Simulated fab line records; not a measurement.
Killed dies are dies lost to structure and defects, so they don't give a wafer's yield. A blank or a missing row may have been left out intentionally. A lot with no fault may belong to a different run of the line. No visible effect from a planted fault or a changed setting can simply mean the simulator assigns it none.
Comparing a struck lot with a sound one -- flow sky130 -- 17 out of 708 route steps
Sound: the wafers L180.1, L180.4, L180.6. Wafers L183.1, L183.2, L183.3 were the ones struck. The cause comes at the end.
At each step with rows: each side's tool, then ch and its chambers, then its first start. Under that, the readings that differ: sound wafers -- struck wafers -- difference of the means -- sigmas: that difference in standard deviations of wafers without a fault.
alike: readings whose means differ by less than 2 such deviations, and words and numbers that are the same on both sides. not compared: withheld readings, readings that some wafer has no value for, bounds like >300 that may hide the same value, and numbers for which the record gives no deviation and whose values overlap.
Wherever a step has rows on one side only, a row that says differs or no value, or a row with sigmas, the two part there. When numbers do not overlap yet have no deviation, they are printed without sigmas and do not part them. A reading that every wafer of one side lacks parts them only if that side has two wafers or more.

first, 1 step without rows for these wafers: SKY_VT_ADJUST_LVTN_IMPLANT_19.
SKY_VT_ADJUST_LVTN_STRIP_20: strips in O2/N2.
  sound on plasma_asher-03 ch 0, day 9 18:58; struck on plasma_asher-04 ch 0,1, day 10 13:34
  alike: drypump_motor_current_A, oes_product_au, strip_time_to_endpoint_s
  not compared: rf_hours_counter_h
SKY_VT_ADJUST_LVTN_TW_MEAS_21:
  sound on film_metro-02 at day 9 19:04; struck on film_metro-01 at day 10 13:40
  alike: VT_ADJUST_LVTN_2_TW
then, 7 steps without rows for these wafers: SKY_VT_ADJUST_NCORE_DEHYDRATE_00 (time 60 s); SKY_VT_ADJUST_NCORE_HMDS_01 (prime time 60 s); SKY_VT_ADJUST_NCORE_COAT_02 (resist thk 1140 nm); SKY_VT_ADJUST_NCORE_SOFTBAKE_03 (time 60 s); SKY_VT_ADJUST_NCORE_EXPOSE_04 (exposes mask LVTN COMPLEMENT THIN, target cd 380 nm); SKY_VT_ADJUST_NCORE_PEB_05; SKY_VT_ADJUST_NCORE_DEVELOP_06 (develop time 60 s).
SKY_VT_ADJUST_NCORE_CD_MEAS_07 targets a cd of 380 nm.
  sound on cd_sem-02 at day 10 17:46; struck on cd_sem-02 at day 11 12:08
  alike: cd_nm
SKY_VT_ADJUST_NCORE_OVL_MEAS_08:
  sound on overlay-01 at day 10 17:53; struck on overlay-01 at day 11 12:16
  alike: VT_ADJUST_NCORE_OVL
SKY_VT_ADJUST_NCORE_IMPLANT_09:
  sound on implanter-02 ch 0, day 10 17:55; struck on implanter-02 ch 0, day 11 12:18
reading,sound,struck,difference,sigmas
beam_energy_keV,10.000 10.002 10.004,14.361 14.363 14.358,+4.359,+99 or more
model.implant.rp_nm (nm),33.87 33.87 33.87,48.9 48.9 48.9,+15.0,
model.implant.drp_nm (nm),17.11 17.11 17.11,22.27 22.27 22.27,+5.16,
  alike: beam_on_s
SKY_VT_ADJUST_NCORE_STRIP_10: strips in O2/N2.
  sound on plasma_asher-02 ch 0,1, day 10 18:04; struck on plasma_asher-02 ch 0,1, day 11 12:27
  alike: drypump_motor_current_A, oes_product_au, strip_time_to_endpoint_s
  not compared: rf_hours_counter_h
SKY_VT_ADJUST_NCORE_TW_MEAS_11:
  sound on film_metro-02 at day 10 18:10; struck on film_metro-01 at day 11 12:33
reading,sound,struck,difference,sigmas
VT_ADJUST_NCORE_TW,215.6 216.6 218.8,238.9 238.6 236.3,+20.9,+13
then, 1 step without rows for these wafers: SKY_VT_ADJUST_HVTR_DEHYDRATE_00 (time 60 s).
-- a jump in the record: the struck wafers' starts before and after are 37 days apart (it breaks off in module VT_ADJUST_HVTR and resumes in module PAD_OPEN, where the first step shown is number 708 of the route) --
SKY_PAD_OPEN_PROBE_99:
  sound on prober-01 at day 47 19:56; struck on prober-01 at day 48 07:53
reading,sound,struck,difference,sigmas
model.etest.nfet_16v.r_on_ohm_um,1.417e+04 1.408e+04 1.409e+04,1.502e+04 1.524e+04 1.495e+04,+9.567e+02,
model.etest.res_pwell_under_gate.rs_ohm_sq,2275 2288 2270,2217 2220 2223,-58,
model.etest.pfet_g5v0d10v5.off_log10_a_um,-12.76 -12.78 -12.58,-11.37 -11.42 -11.56,+1.26,
model.etest.pfet_g5v0d10v5.vt_sat_v (V),-0.6545 -0.6602 -0.6469,-0.5566 -0.5428 -0.5601,+0.1007,
model.etest.pfet_16v.vt_v (V),-1.113 -1.113 -1.107,-1.033 -1.04 -1.036,+0.075,
model.etest.nfet_g5v0d10v5.body_rise_v (V),0.6781 0.6775 0.6773,0.7173 0.7258 0.7148,+0.0417,
model.etest.pfet_g5v0d10v5.vt_v (V),-0.8503 -0.8474 -0.8443,-0.7911 -0.7745 -0.7894,+0.0623,
  alike: killed_at_M0_to_M3, killed_at_M4_up, killed_at_contacts, killed_at_front_end, killed_at_other, killed_dies, killed_open, killed_short
  not compared: model.etest.pfet_16v.drive_ua_um

== WHERE THEY PART ==
Last at SKY_VT_ADJUST_NCORE_TW_MEAS_11 as far as this record goes, first at SKY_VT_ADJUST_NCORE_IMPLANT_09. Later steps at which nothing parts them and some readings are alike: SKY_PAD_OPEN_PROBE_99.

WHY: the cause the simulator had injected
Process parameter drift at SKY_VT_ADJUST_NCORE_IMPLANT_09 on implanter-02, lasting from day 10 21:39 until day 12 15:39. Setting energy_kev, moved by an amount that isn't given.
